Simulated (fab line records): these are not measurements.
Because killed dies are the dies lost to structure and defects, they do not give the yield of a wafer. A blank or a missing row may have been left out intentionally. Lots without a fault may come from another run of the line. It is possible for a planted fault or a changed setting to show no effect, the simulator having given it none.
fab line records	flow gf180mcu
[record] lots = 6	wafers = 18	lastDay = 34
route steps=602 shown V5@544
lots that met no fault: taken from a fault-free run of the same line
startH: hours from the record's first day to the start of the lot's first wafer shown	waitH: hours elapsed since this lot's preceding step	" as in the row above	L1.1+2: a single row standing in for several wafers	- either no value or no given start	* or withheld: withheld	< > ~ a bound
route shown NAME@n: a module of which the file shows steps, and the number in the route of the first	usual: mean/standard deviation of fault-free wafers	same: alike in all rows	chamber/n: place in a boat	sites: each site's reading	_std_site: how widely they spread, as a standard deviation	_edge_site: inner sites' mean taken away from outer sites' mean	radiusMm: for every site, how far away it sits from the centre of the wafer	mask NAME#n: copy n	behind: tool/chamber where the wafer was last shaped	hold: reason for holding the lot/hours on hold/outcome of the hold	device: names the non-switching transistor (n, p or np)	end of line: tests run on the same wafers once the route is complete	for a step that has no rows: nothing shown but its recipe	killed: dies that structure and defects cost at the first sort, which is not the same as the wafer's yield	map: a wafer's dies, marking killed ones x, the rest . and places with no die _
set.NAME: the setting the step ran with; set.NAME@STEP: the setting that earlier step ran with	model.NAME: the simulator's own value behind a step, which no gauge read
lots seen at some steps along the route; tables by step, rows by wafer
services: a tool's chamber out of use, with start hour (startH, from the record's first day; less than 0 if before it), hours out, and reason
[[steps]]
[step GF_V5_CMP_04]
[recipe] material = SiO2	downForcePsi = 4	platenRpm = 60	padVelocityMS = 0.94248
[usual] motorCurrentA = 11.5/0.9	slurryFilterDpKPa = 13.50/0.14
lot.wafer	tool	chamber	startH	waitH	motorCurrentA	slurryFilterDpKPa
L822.2	cmp-01	2	665.04	0.0	10.5	13.39
L822.5	"	2	"	"	10.6	13.41
L822.6	"	3	"	"	11.8	13.37
L825.2	cmp-02	2	678.78	0.1	11.5	13.47
L825.5	"	0	"	"	12.2	13.60
L825.6	"	1	"	"	13.3	13.44
L826.3	cmp-02	2	682.37	0.0	11.3	13.58
L826.2	"	0	"	"	11.9	13.39
L826.6	"	3	"	"	11.8	13.48
L829.2	cmp-01	0	711.44	0.0	9.5	13.31
L829.4	"	2	"	"	10.9	13.64
L829.6	"	1	"	"	11.8	13.56
L833.1	cmp-02	3	732.45	0.1	11.9	13.55
L833.2	"	1	"	"	12.7	13.50
L833.6	"	3	"	"	11.8	13.71
L836.1	cmp-02	3	751.69	0.2	11.6	13.41
L836.3	"	0	"	"	12.3	13.43
L836.4	"	1	"	"	13.2	13.57
[step GF_V5_BOW_MEAS_05]
[recipe] mode = bow
[usual] V5_BOW = 132/10
lot.wafer	tool	chamber	startH	waitH	V5_BOW[um]
L822.2	filmMetro-03	-	665.36	0.3	140
L822.5	"	-	"	"	132
L822.6	"	-	"	"	128
L825.2	filmMetro-01	-	679.00	0.2	121
L825.5	"	-	"	"	123
L825.6	"	-	"	"	117
L826.2	filmMetro-02	-	682.69	0.2	143
L826.3	"	-	"	"	145
L826.6	"	-	"	"	151
L829.2	filmMetro-01	-	711.76	0.3	129
L829.4	"	-	"	"	136
L829.6	"	-	"	"	129
L833.1	filmMetro-03	-	732.75	0.2	129
L833.2	"	-	"	"	129
L833.6	"	-	"	"	124
L836.1	filmMetro-02	-	751.94	0.2	115
L836.3	"	-	"	"	119
L836.4	"	-	"	"	120
[step GF_V5_DEHYDRATE_06]
[recipe] tempC = 200	timeS = 60
[step GF_V5_HMDS_07]
[recipe] primeTimeS = 60	primeTempC = 120
[step GF_V5_COAT_08]
[recipe] resist = BARC	tempC = withheld	timeS = withheld	spinRpm = withheld	resistThkNm = withheld
[step GF_V5_COAT_09]
[recipe] resist = KrF	spinRpm = withheld	resistThkNm = 1000
[step GF_V5_SOFTBAKE_10]
[recipe] tempC = 129.5	timeS = 60	resist = KrF
[step GF_V5_EXPOSE_11]
[recipe] maskId = Via5	targetCdNm = 260	na = 0.68	sourceShape = conventional	sigmaOuter = 0.6	doseMj = 38
[step GF_V5_PEB_12]
[recipe] pebTempC = 135	pebTimeS = 90	resist = KrF
[step GF_V5_DEVELOP_13]
[recipe] developTimeS = 60	resist = KrF	devTempC = 21
[step GF_V5_CD_MEAS_14]
[recipe] targetCdNm = 260
[usual] cdNm = 259.9/1.1
lot.wafer	tool	chamber	startH	waitH	cdNm
L822.2	cdSem-02	-	684.91	0.1	261.4
L822.5	"	-	"	"	260.2
L822.6	"	-	"	"	260.5
L825.2	cdSem-01	-	698.50	0.1	259.5
L825.5	"	-	"	"	259.2
L825.6	"	-	"	"	259.3
L826.2	cdSem-01	-	701.60	0.1	260.8
L826.3	"	-	"	"	260.4
L826.6	"	-	"	"	260.9
L829.2	cdSem-02	-	729.85	0.1	257.4
L829.4	"	-	"	"	257.7
L829.6	"	-	"	"	256.9
L833.1	cdSem-02	-	750.13	0.1	260.5
L833.2	"	-	"	"	260.4
L833.6	"	-	"	"	259.6
L836.1	cdSem-02	-	769.33	0.1	258.9
L836.3	"	-	"	"	258.2
L836.4	"	-	"	"	258.7
[step GF_V5_OVL_MEAS_15]
[usual] V5_OVL = -1/4.9
lot.wafer	tool	chamber	startH	waitH	V5_OVL[nm]
L822.2	overlay-01	-	685.01	0.1	-3
L822.5	"	-	"	"	-3
L822.6	"	-	"	"	2
L825.2	overlay-02	-	698.61	0.1	-2
L825.5	"	-	"	"	-5
L825.6	"	-	"	"	-3
L826.2	overlay-01	-	701.70	0.1	0
L826.3	"	-	"	"	0
L826.6	"	-	"	"	2
L829.2	overlay-02	-	729.95	0.1	9
L829.4	"	-	"	"	2
L829.6	"	-	"	"	4
L833.1	overlay-01	-	750.25	0.1	-8
L833.2	"	-	"	"	1
L833.6	"	-	"	"	0
L836.1	overlay-02	-	769.45	0.1	-3
L836.3	"	-	"	"	2
L836.4	"	-	"	"	-5
[step GF_V5_ETCH_16]
[recipe] chemistry = N2/H2	targetDepthA = withheld	overetchA = withheld	timeS = withheld	target = BARC	ionEnergyEv = 200	sourceW = 500	biasW = 100	pressureMtorr = 30	n2FlowSccm = 100	h2FlowSccm = 200
[usual] biasW = 100.0/0.31	chamberPressureMTorr = 30.005/0.027	drypumpMotorCurrentA = 5.6/0.38	h2FlowSccm = 200.0/0.69	oesProductAu = 0.855/0.0048	throttleValvePct = 13.224/0.0094
lot.wafer	tool	chamber	startH	waitH	biasW	chamberPressureMTorr	drypumpMotorCurrentA	h2FlowSccm	oesProductAu	throttleValvePct
L822.2	rieDiel-04	1	685.04	0.0	99.9	29.997	6.2	199.4	0.862	13.218
L822.5	"	1	"	"	99.8	29.996	6.2	198.2	0.848	13.221
L822.6	"	0	"	"	100.3	30.019	6.1	200.1	0.857	13.217
L825.2	rieDiel-01	1	698.64	0.0	-	-	-	-	-	-
L825.5	"	1	"	"	-	-	-	-	-	-
L825.6	"	0	"	"	-	-	-	-	-	-
L826.2	rieDiel-04	1	701.73	0.0	-	-	-	-	-	-
L826.3	"	3	"	"	-	-	-	-	-	-
L826.6	"	2	"	"	-	-	-	-	-	-
L829.2	rieDiel-04	0	729.98	0.0	100.3	30.033	6.0	199.6	0.854	13.233
L829.4	"	1	"	"	100.1	30.000	6.1	199.3	0.857	13.244
L829.6	"	0	"	"	100.1	30.003	6.1	200.0	0.848	13.221
L833.1	rieDiel-04	3	750.28	0.0	100.2	29.991	5.3	199.7	0.858	13.241
L833.2	"	2	"	"	100.2	30.027	4.9	200.0	0.858	13.221
L833.6	"	0	"	"	100.2	30.018	6.1	201.5	0.856	13.236
L836.1	rieDiel-02	0	769.49	0.0	99.9	29.988	5.8	200.2	0.855	13.230
L836.3	"	3	"	"	100.2	30.020	5.5	199.9	0.857	13.220
L836.4	"	1	"	"	99.9	30.025	5.6	198.8	0.850	13.227
[step GF_V5_ETCH_17]
[recipe] chemistry = C4F8/O2/Ar	maskMaterial = KrF	target = SiO2	stopOn = TiN	sourceW = 1500	biasW = 1200	pressureMtorr = 40	c4f8FlowSccm = withheld	O2_flow_sccm = 6	Ar_flow_sccm = 300	timeS = withheld	targetDepthA = 8550
[usual] biasW = 1200/3.7	chamberPressureMTorr = 40.00/0.039	oesProductAu = 0.859/0.0048
lot.wafer	tool	chamber	startH	waitH	biasW	chamberPressureMTorr	oesProductAu
L822.2	rieDiel-04	1	-	-	1202	40.02	0.855
L822.5	"	1	"	"	1202	40.04	0.858
L822.6	"	0	"	"	1196	39.98	0.855
L825.2	rieDiel-01	1	-	-	1203	40.09	0.378
L825.5	"	1	"	"	1198	39.92	0.374
L825.6	"	0	"	"	1199	40.02	0.373
L826.2	rieDiel-04	1	-	-	1203	39.98	0.377
L826.3	"	3	"	"	1201	39.96	0.376
L826.6	"	2	"	"	1197	40.02	0.375
L829.2	rieDiel-04	0	-	-	1196	40.06	0.869
L829.4	"	1	"	"	1189	39.98	0.865
L829.6	"	0	"	"	1197	40.00	0.852
L833.1	rieDiel-04	3	-	-	1200	40.05	0.865
L833.2	"	2	"	"	1209	39.96	0.860
L833.6	"	0	"	"	1207	40.00	0.855
L836.1	rieDiel-02	0	-	-	1203	40.01	0.852
L836.3	"	3	"	"	1197	40.06	0.855
L836.4	"	1	"	"	1201	39.97	0.855
[step GF_V5_STRIP_18]
[recipe] chemistry = O2/N2	powerW = 1400	pressureMtorr = 1500	platenTempC = 250	o2FlowSccm = 3000	n2FlowSccm = 300	overashFraction = 0.5
[usual] drypumpMotorCurrentA = 5.9/0.41	heaterPowerW = 335/20	oesProductAu = 0.569/0.0053
[same] overashFraction = 0.5
lot.wafer	tool	chamber	startH	waitH	drypumpMotorCurrentA	heaterPowerW	oesProductAu	rfHoursCounterH
L822.2	plasmaAsher-03	0	685.19	-	6.3	349	0.573	57
L822.5	"	1	"	"	5.2	330	0.574	-
L822.6	"	0	"	"	6.2	360	0.572	-
L825.2	plasmaAsher-03	0	698.79	-	6.2	360	0.587	59
L825.5	"	0	"	"	6.2	352	0.583	-
L825.6	"	1	"	"	5.2	333	0.590	-
L826.2	plasmaAsher-02	1	701.89	-	5.7	355	0.582	28
L826.3	"	0	"	"	6.5	317	0.592	-
L826.6	"	1	"	"	5.7	367	0.589	-
L829.2	plasmaAsher-04	1	730.14	-	5.9	333	0.575	110
L829.4	"	0	"	"	5.8	323	0.578	-
L829.6	"	0	"	"	5.8	331	0.569	-
L833.1	plasmaAsher-03	1	750.44	-	5.2	337	0.582	64
L833.2	"	0	"	"	6.2	360	0.569	64
L833.6	"	0	"	"	6.3	356	0.567	-
L836.1	plasmaAsher-02	0	769.64	-	6.5	313	0.582	35
L836.3	"	1	"	"	5.7	358	0.575	-
L836.4	"	0	"	"	6.5	306	0.573	-
[step GF_V5_STRIP_19]
[recipe] chemistry = postEtchResidueRemover	timeS = 1200	tempC = 72.5
[[services]]
tool	chamber	startH	hours	kind
rieDiel-04	0	648.04	29.1	repair
rieDiel-04	2	649.18	3.7	repair
cmp-02	-	649.97	3.5	pm
plasmaAsher-04	-	684.16	1.7	repair
rieDiel-02	1	689.73	-	clean
rieDiel-02	1	689.73	18.5	scheduledDown
rieDiel-02	1	689.73	18.5	ventCycle
rieDiel-01	2	695.63	54.9	repair
cmp-02	-	712.46	0.3	repair
plasmaAsher-02	-	717.71	3.1	repair
cmp-01	-	725.34	2.0	repair
plasmaAsher-04	-	731.35	0.7	repair
rieDiel-02	0	731.37	2.7	repair
plasmaAsher-04	-	733.75	9.0	pm
plasmaAsher-04	0	733.75	9.0	ventCycle
rieDiel-02	0	734.19	-	clean
rieDiel-02	0	734.19	17.5	scheduledDown
rieDiel-02	0	734.19	17.5	ventCycle
cmp-02	-	744.18	4.0	pm
cmp-02	-	745.17	5.1	repair
cmp-02	-	748.18	-	consumableReplace:conditioner
cmp-02	-	748.18	-	consumableReplace:pad
cmp-01	-	750.34	0.6	repair
rieDiel-02	2	765.24	13.3	repair
[[key]]
[firstSign] step = GF_V5_ETCH_16	reading = toolRecord	direction = missing
[effect] step = GF_V5_ETCH_17	reading = oesProductAu	direction = down	sigmas = 99+	usual = 0.859	struck = 0.376
[effect] step = GF_V5_STRIP_18	reading = oesProductAu	direction = up	sigmas = 3.4	usual = 0.569	struck = 0.587
metAt GF_V5_ETCH_16
struckWafers L825.2,L825.5,L825.6,L826.2,L826.3,L826.6
laterRowsLeftOut L825.2,L825.5,L825.6,L826.2,L826.3,L826.6
sortLeftOut L825.2,L825.5,L825.6,L826.2,L826.3,L826.6
onsetBetween 685.04 698.64
[fault] kind = skippedStepWhole	tool = rieDiel-01,rieDiel-04	chamber = -	onsetH = 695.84	steps = GF_V5_ETCH_16	scope = struckLotsOnly
// sortLeftOut: the simulated sort isn't trusted on such a fault, so these wafers' sort isn't shown, and their yield isn't known
// laterRowsLeftOut: the simulator's readings of these wafers behind a module that went badly wrong aren't trusted and aren't shown, but for the sort
